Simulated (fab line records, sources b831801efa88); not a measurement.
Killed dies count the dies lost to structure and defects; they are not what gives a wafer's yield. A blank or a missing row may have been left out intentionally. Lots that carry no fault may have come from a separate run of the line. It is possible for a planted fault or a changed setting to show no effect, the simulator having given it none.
Which tool was responsible?	flow sky130	42 wafers from 14 lots sampled at 4 of the route's 708 steps

WHAT EACH GAUGE READ, for each wafer
SKY_VT_ADJUST_HVTR_OVL_MEAS_08.
lot	measured	on	VT_ADJUST_HVTR_OVL (nm)
L687	day 10 01:36	overlay-02	0.5 -0.1 2.3
L688	day 10 09:50	overlay-02	3.4 5.2 2.6
L689	day 10 23:54	overlay-02	4.5 3.9 3.7
L690	day 11 02:58	overlay-01	2.1 3.7 2.7
L691	day 11 09:24	overlay-02	2.5 2.5 0.0
L699	day 13 20:36	overlay-01	0.1 -0.3 1.0
L700	day 14 04:52	overlay-01	0.9 1.1 1.4
L701	day 14 08:37	overlay-02	2.5 2.8 2.3
L702	day 14 19:16	overlay-02	-1.0 0.5 -0.2
L704	day 15 05:43	overlay-01	2.0 1.6 1.7
L705	day 15 13:23	overlay-02	2.5 2.0 3.0
L706	day 15 22:59	overlay-01	2.0 0.4 0.0
L707	day 16 22:01	overlay-02	2.2 1.7 2.0
L708	day 16 23:19	overlay-02	0.0 0.9 -0.2

SKY_VIA1_BOW_MEAS_03.
lot	measured	on	VIA1_BOW (um)
L687	day 33 21:35	film metro-03	73 70 69
L688	day 34 01:40	film metro-04	77 76 74
L689	day 34 14:26	film metro-03	83 66 83
L699	day 37 15:56	film metro-01	83 78 82
L700	day 37 21:43	film metro-01	77 89 85
L701	day 38 04:34	film metro-04	86 103 80
L702	day 38 15:02	film metro-04	71 80 73
L704	day 39 06:07	film metro-03	66 60 69
L705	day 39 06:31	film metro-04	89 82 80
L706	day 39 10:53	film metro-03	84 73 74
L707	day 40 12:56	film metro-04	80 75 77
L708	day 40 10:02	film metro-04	66 72 74

WHAT TOOL EACH LOT RAN ON (gives the tool, then ch and the chambers of the sampled wafers, and finally the start)
lot	SKY_NWELL_RTA_28	SKY_SONOS_TUNNEL_DEVELOP_06
L687	rtp anneal-02 ch 0, day 5 20:23	litho track-02 ch 0, day 12 00:57
L688	rtp anneal-02 ch 0, day 6 02:17	litho track-02 ch 0, day 12 09:00
L689	rtp anneal-02 ch 0, day 6 14:35	litho track-02 ch 0, day 13 00:44
L690	rtp anneal-01 ch 0, day 6 15:50	litho track-04, day 13 03:36
L691	rtp anneal-01 ch 0, day 6 20:24	litho track-02, day 13 11:09
L699	rtp anneal-02 ch 0, day 8 21:47	litho track-02 ch 0, day 16 01:53
L700	rtp anneal-01 ch 0, day 9 04:38	litho track-01 ch 0, day 16 11:20
L701	rtp anneal-02 ch 0, day 9 08:17	litho track-02 ch 0, day 16 14:51
L702	rtp anneal-01 ch 0, day 9 17:31	litho track-02 ch 0, day 17 02:54
L704	rtp anneal-01 ch 0, day 10 01:13	litho track-02 ch 0, day 17 13:27
L705	rtp anneal-02 ch 0, day 10 08:31	litho track-01 ch 0, day 17 23:07
L706	rtp anneal-02 ch 0, day 10 15:59	litho track-02 ch 0, day 18 09:12
L707	rtp anneal-01 ch 0, day 11 11:35	litho track-02 ch 0, day 19 10:29
L708	rtp anneal-02 ch 0, day 11 12:55	litho track-02 ch 0, day 19 11:54
- SKY_NWELL_RTA_28: time 30 s.
- SKY_SONOS_TUNNEL_DEVELOP_06: develop time 60 s.

AS READ BY THE TOOLS THEMSELVES (means over the sampled wafers that have a number; for cases with no such wafer, the mark the record gives instead)
SKY_NWELL_RTA_28.
lot	tool	lamp power pct (%)	wafer_temp_C_max
L687	rtp anneal-02	25.25	1054.9
L688	rtp anneal-02	25.30	1053.9
L689	rtp anneal-02	25.34	1054.4
L690	rtp anneal-01	25.35	1055.1
L691	rtp anneal-01	25.32	1055.2
L699	rtp anneal-02	25.33	1055.9
L700	rtp anneal-01	25.21	1055.5
L701	rtp anneal-02	25.33	1054.1
L702	rtp anneal-01	25.31	1055.1
L704	rtp anneal-01	25.31	1054.8
L705	rtp anneal-02	25.29	1054.9
L706	rtp anneal-02	25.33	1054.7
L707	rtp anneal-01	25.34	1054.4
L708	rtp anneal-02	25.28	1055.3

SKY_SONOS_TUNNEL_DEVELOP_06.
lot	tool	chill plate temp C (C)
L687	litho track-02	23.14
L688	litho track-02	23.04
L689	litho track-02	23.04
L690	litho track-04	-
L691	litho track-02	-
L699	litho track-02	22.92
L700	litho track-01	22.98
L701	litho track-02	23.02
L702	litho track-02	22.83
L704	litho track-02	22.90
L705	litho track-01	23.13
L706	litho track-02	22.96
L707	litho track-02	22.95
L708	litho track-02	22.97

THE ANSWER, worked out from the rows above alone
Rule: usual is defined by the lots themselves. Put in order of their means at a reading, lots are off if they are a third of the lots or fewer, leave a main group of 4 or more, and stand apart from it by a gap of 3 or more times the standard deviation of the main group's means; of several such gaps the widest counts. Not used: any main group whose means are identical at the precision the tables above print for the reading. A lot without any number at a reading at which 4 lots or more have one is off too. All remaining lots with rows at the step are treated as sound. The gauges are gone through in route order, then the tools' own readings, and for those a lot's mean is taken as printed above. The first step at which some lot is off is used, and at that step the reading that is off furthest; a lot without a number counts as furthest.
Off at SKY_SONOS_TUNNEL_DEVELOP_06 (chill plate temp C): L690, L691. Without a number there: L690, L691. For the main group the mean is 22.99 C and the standard deviation 0.086.
If a tool, at that step or one of the process steps before it, ran each lot that is off and ran no sound lot following the first of them, it fits. No candidate that was tried fits.

WHAT HAD BEEN PUT IN BY THE SIMULATOR
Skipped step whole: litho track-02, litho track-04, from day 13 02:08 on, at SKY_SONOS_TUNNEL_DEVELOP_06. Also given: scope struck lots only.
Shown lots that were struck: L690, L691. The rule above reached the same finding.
